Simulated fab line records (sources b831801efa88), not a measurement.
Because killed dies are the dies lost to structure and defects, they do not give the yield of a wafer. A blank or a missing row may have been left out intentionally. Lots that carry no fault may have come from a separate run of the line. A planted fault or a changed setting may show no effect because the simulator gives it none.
Which tool did it? + flow sky130 + Sampling: 12 lots, 36 wafers, 5 of 708 route steps

== WHAT THE GAUGES SHOWED, per wafer ==
SKY_METAL1_THK_MEAS_06: measures by xrf.
| lot  | measured     | on           | METAL1_ALCU_THK (nm) |
|------|--------------|--------------|----------------------|
| L677 | day 31 10:58 | filmMetro-02 | 248.7 253.3 253.5    |
| L678 | day 31 21:17 | filmMetro-04 | 248.5 251.3 246.5    |
| L679 | day 32 08:55 | filmMetro-01 | 251.3 251.9 251.3    |
| L680 | day 32 09:10 | filmMetro-01 | 252.9 250.6 257.9    |
| L681 | day 32 17:40 | filmMetro-04 | 253.3 247.0 250.2    |
| L685 | day 33 22:25 | filmMetro-02 | 255.3 251.6 253.9    |
| L686 | day 34 15:19 | filmMetro-02 | 255.5 251.0 256.2    |
| L692 | day 37 22:45 | filmMetro-04 | 249.0 253.0 254.7    |
| L695 | day 38 02:07 | filmMetro-04 | 248.8 253.4 255.4    |
| L696 | day 38 04:38 | filmMetro-02 | 252.3 250.4 255.4    |
| L694 | day 38 05:04 | filmMetro-04 | 256.9 254.5 258.6    |
| L697 | day 38 07:21 | filmMetro-04 | 249.5 254.2 250.0    |

SKY_METAL1_CD_MEAS_15: the cd target is 140 nm.
| lot  | measured     | on       | cdNm (nm)         |
|------|--------------|----------|-------------------|
| L677 | day 32 13:52 | cdSem-02 | 141.4 142.1 142.7 |
| L678 | day 33 00:17 | cdSem-02 | 137.9 139.1 139.1 |
| L679 | day 33 11:22 | cdSem-02 | 140.6 139.8 140.4 |
| L680 | day 33 11:44 | cdSem-01 | 143.5 141.3 141.8 |
| L681 | day 33 20:36 | cdSem-01 | 138.2 139.7 140.4 |
| L685 | day 35 00:42 | cdSem-01 | 139.4 140.5 141.9 |
| L686 | day 35 17:55 | cdSem-01 | 139.6 139.1 138.3 |
| L692 | day 38 19:38 | cdSem-02 | 136.8 138.1 138.2 |
| L695 | day 39 02:31 | cdSem-02 | 142.7 141.7 142.4 |
| L696 | day 39 04:43 | cdSem-02 | 137.2 137.5 137.2 |
| L694 | day 39 05:43 | cdSem-02 | 139.3 139.9 137.8 |
| L697 | day 39 07:56 | cdSem-02 | 135.9 134.6 136.0 |

SKY_VIA1_THK_MEAS_01.
| lot  | measured     | on           | VIA1_HDPCVD_THK (nm) |
|------|--------------|--------------|----------------------|
| L677 | day 32 15:07 | filmMetro-04 | 1047 1045 1037       |
| L678 | day 33 01:34 | filmMetro-03 | 1052 1040 1047       |
| L679 | day 33 12:25 | filmMetro-01 | 1005 1026 1035       |
| L680 | day 33 12:46 | filmMetro-04 | 1037 1039 1028       |
| L681 | day 33 21:38 | filmMetro-03 | 1014 1027 1026       |
| L685 | day 35 01:43 | filmMetro-01 | 1038 1029 1039       |
| L686 | day 35 19:10 | filmMetro-04 | 1039 1023 1031       |
| L692 | day 38 20:40 | filmMetro-01 | 842 835 838          |
| L695 | day 39 03:37 | filmMetro-01 | 1030 1026 1023       |
| L696 | day 39 05:51 | filmMetro-01 | 824 828 840          |
| L694 | day 39 07:00 | filmMetro-04 | 835 833 847          |
| L697 | day 39 09:00 | filmMetro-01 | 1027 1026 1025       |

== EACH LOT AND THE TOOL THAT RAN IT (in order: tool; ch and the chambers of the sampled wafers; start) ==
| lot  | SKY_METAL1_DESCUM_17             | SKY_VIA1_HDPCVD_00               |
|------|----------------------------------|----------------------------------|
| L677 | rieMetal-02 ch 0, day 32 14:01   | hdpcvd-02 ch 0,1,2, day 32 15:01 |
| L678 | rieMetal-01 ch 0, day 33 00:26   | hdpcvd-02 ch 1,2, day 33 01:24   |
| L679 | rieMetal-02 ch 0,1, day 33 11:31 | hdpcvd-01 ch 0,1, day 33 12:18   |
| L680 | rieMetal-03 ch 1, day 33 11:52   | hdpcvd-02 ch 0,1, day 33 12:39   |
| L681 | rieMetal-02 ch 0,1, day 33 20:44 | hdpcvd-01 ch 1,2, day 33 21:30   |
| L685 | rieMetal-03 ch 0,1, day 35 00:50 | hdpcvd-01 ch 0,1, day 35 01:35   |
| L686 | rieMetal-02 ch 0, day 35 18:02   | hdpcvd-01 ch 0,1,2, day 35 19:04 |
| L692 | rieMetal-03 ch 1, day 38 19:46   | hdpcvd-02 ch 0,1,2, day 38 20:33 |
| L695 | rieMetal-03 ch 0, day 39 02:40   | hdpcvd-01 ch 0,2, day 39 03:29   |
| L696 | rieMetal-03 ch 0,1, day 39 04:52 | hdpcvd-02 ch 0,1,2, day 39 05:44 |
| L694 | rieMetal-01 ch 0, day 39 05:52   | hdpcvd-02 ch 0,1,2, day 39 06:53 |
| L697 | rieMetal-02 ch 1, day 39 08:05   | hdpcvd-01 ch 0,1,2, day 39 08:52 |
- SKY_METAL1_DESCUM_17: chemistry O2, time 8 s.
- SKY_VIA1_HDPCVD_00: deposits SiO2, target thk 1030 nm, time 171.7 s.

== AS READ BY THE TOOLS THEMSELVES (means over the sampled wafers that have a number; for cases with no such wafer, the mark the record gives instead) ==
SKY_METAL1_DESCUM_17.
| lot  | tool        | drypumpMotorCurrentA (A) | oesProductAu (a.u.) |
|------|-------------|--------------------------|---------------------|
| L677 | rieMetal-02 | 5.5                      | 0.982               |
| L678 | rieMetal-01 | 6.3                      | 1.034               |
| L679 | rieMetal-02 | 5.6                      | 0.990               |
| L680 | rieMetal-03 | 5.9                      | 0.987               |
| L681 | rieMetal-02 | 5.6                      | 0.998               |
| L685 | rieMetal-03 | 6.0                      | 0.989               |
| L686 | rieMetal-02 | 5.5                      | 0.994               |
| L692 | rieMetal-03 | 5.8                      | 0.991               |
| L695 | rieMetal-03 | 6.4                      | 0.992               |
| L696 | rieMetal-03 | 6.0                      | 0.986               |
| L694 | rieMetal-01 | 6.3                      | 1.017               |
| L697 | rieMetal-02 | 5.7                      | 1.008               |

SKY_VIA1_HDPCVD_00.
| lot  | tool      | sih4FlowSccm (sccm) |
|------|-----------|---------------------|
| L677 | hdpcvd-02 | 59.92               |
| L678 | hdpcvd-02 | 59.96               |
| L679 | hdpcvd-01 | 59.92               |
| L680 | hdpcvd-02 | 59.99               |
| L681 | hdpcvd-01 | 59.85               |
| L685 | hdpcvd-01 | 60.22               |
| L686 | hdpcvd-01 | 60.11               |
| L692 | hdpcvd-02 | 48.05               |
| L695 | hdpcvd-01 | 59.99               |
| L696 | hdpcvd-02 | 48.26               |
| L694 | hdpcvd-02 | 47.80               |
| L697 | hdpcvd-01 | 59.95               |

== THE ANSWER, worked out from the rows above alone ==
Rule: usual is defined by the lots themselves. The widest of any qualifying gaps counts: lots, ordered by their means at a reading, are off when they make up no more than a third of the lots, leave a main group of 4 or more, and stand apart from it by 3 or more times the standard deviation of that group's means. Not used: any main group whose means are identical at the precision the tables above print for the reading. A lot without any number at a reading at which 4 lots or more have one is off too. The other lots that the step has rows for count as sound. First the gauges in route order, then the tools' own readings, where a lot's mean is used as printed above. The first step at which some lot is off is used, and at that step the reading that is off furthest; a lot without a number counts as furthest.
Off: L692, L696, L694, seen at SKY_VIA1_THK_MEAS_01 (VIA1_HDPCVD_THK). The main group: mean 1032 nm, standard deviation 8.2.
A tool fits if, at a process step before that reading, it ran every lot that is off, and no sound lot after the first of them. Not tried: the gauges at SKY_VIA1_THK_MEAS_01; whatever is off there is also off at SKY_VIA1_HDPCVD_00, on other tools, and gauge error can't account for it. One fits: hdpcvd-02 at SKY_VIA1_HDPCVD_00. A fault onset in the window from L680 (day 33 12:39, its last sound lot) to L692 (day 38 20:33, its first lot off) fits.
The tool's own readings at SKY_VIA1_HDPCVD_00 bear it out: on the lots that are off they differ by more than 5 times the standard deviation of the sound lots' means. sih4FlowSccm reads 48.04 sccm there against 59.99 sccm on the sound lots.

== WHAT HAD BEEN PUT IN BY THE SIMULATOR ==
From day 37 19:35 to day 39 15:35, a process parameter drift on hdpcvd-02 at SKY_VIA1_HDPCVD_00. Setting sih4FlowSccm, moved by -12, from 60. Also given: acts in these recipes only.
Shown lots that were struck: L692, L696, L694. Same finding as the rule above.
